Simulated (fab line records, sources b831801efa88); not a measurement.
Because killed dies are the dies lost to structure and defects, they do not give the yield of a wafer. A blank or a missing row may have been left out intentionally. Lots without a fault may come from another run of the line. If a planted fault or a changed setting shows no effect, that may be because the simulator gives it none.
Which of the tools did it?    flow gf180mcu    14 lots with 42 wafers sampled at 2 steps, on a route of 602 steps

## WHAT THE GAUGES SHOWED, per wafer
GF_V4_RS_MEAS_24: measurement is done with a four-point probe. Usual: for V4_W_RS the level is 0.325 ohm/sq and the standard deviation is 0.0061.
lot   measured      on             V4_W_RS (ohm/sq)   flag
L619  day 24 11:15  film metro-04  0.324 0.318 0.319  
L620  day 25 01:37  film metro-02  0.334 0.331 0.334  
L621  day 25 04:38  film metro-04  0.319 0.326 0.320  
L622  day 25 11:01  film metro-03  0.334 0.329 0.330  
L623  day 26 00:29  film metro-03  0.331 0.332 0.334  
L624  day 26 04:35  film metro-02  0.320 0.329 0.318  
L625  day 26 23:41  film metro-04  0.327 0.318 0.331  
L626  day 27 03:17  film metro-03  0.319 0.317 0.329  
L628  day 27 07:34  film metro-04  0.325 0.316 0.316  
L629  day 27 22:49  film metro-02  0.315 0.316 0.317  
L630  day 28 16:13  film metro-04  0.327 0.333 0.328  
L638  day 30 12:21  film metro-04  0.333 0.319 0.320  
L639  day 30 17:11  film metro-03  0.321 0.319 0.329  
L642  day 31 08:02  film metro-03  0.325 0.323 0.324  

## WHAT TOOL EACH LOT RAN ON (gives the tool, then ch and the chambers of the sampled wafers, and finally the start)
lot   GF_V4_SPUTTER_22
L619  pvd sputter-04, day 24 11:06
L620  pvd sputter-04, day 25 01:27
L621  pvd sputter-04, day 25 04:26
L622  pvd sputter-04, day 25 10:50
L623  pvd sputter-01, day 26 00:20
L624  pvd sputter-02, day 26 04:26
L625  pvd sputter-04, day 26 23:26
L626  pvd sputter-04, day 27 03:08
L628  pvd sputter-04, day 27 07:19
L629  pvd sputter-02, day 27 22:38
L630  pvd sputter-02, day 28 16:02
L638  pvd sputter-04, day 30 12:12
L639  pvd sputter-02, day 30 17:01
L642  pvd sputter-01, day 31 07:52
- GF_V4_SPUTTER_22: material TiN, target thk 10 nm, time 40 s.

## WHAT THE TOOLS THEMSELVES READ (means of the sampled wafers that have a number; where no wafer has one, the mark that the record gives instead)
GF_V4_SPUTTER_22. Usual: 29.8 % for throttle valve pct, sd 0.95.
lot   tool            throttle valve pct (%)  flag
L619  pvd sputter-04  30.3                    
L620  pvd sputter-04  30.0                    
L621  pvd sputter-04  30.1                    
L622  pvd sputter-04  30.1                    
L623  pvd sputter-01  31.1                    
L624  pvd sputter-02  29.1                    
L625  pvd sputter-04  30.2                    
L626  pvd sputter-04  30.1                    
L628  pvd sputter-04  30.3                    
L629  pvd sputter-02  29.3                    
L630  pvd sputter-02  30.0                    
L638  pvd sputter-04  30.0                    
L639  pvd sputter-02  29.6                    
L642  pvd sputter-01  29.4                    

## THE ANSWER, worked out from the rows above alone
Rule: lot off if the mean of its wafers having a number is beyond 3 standard deviations from the usual mean. A lot without any number at a reading at which 4 lots or more have one is off too. Any other lot the step has rows for is counted as sound. Order of review: gauges by route order, followed by the tools' own readings, for which a lot's mean as printed above is used. At the first step where some lot is off, the reading lying furthest off is the one used; lots without a number count as furthest.
Nothing can be told from this: no lot is off at any reading shown.

## WHAT HAD BEEN PUT IN BY THE SIMULATOR
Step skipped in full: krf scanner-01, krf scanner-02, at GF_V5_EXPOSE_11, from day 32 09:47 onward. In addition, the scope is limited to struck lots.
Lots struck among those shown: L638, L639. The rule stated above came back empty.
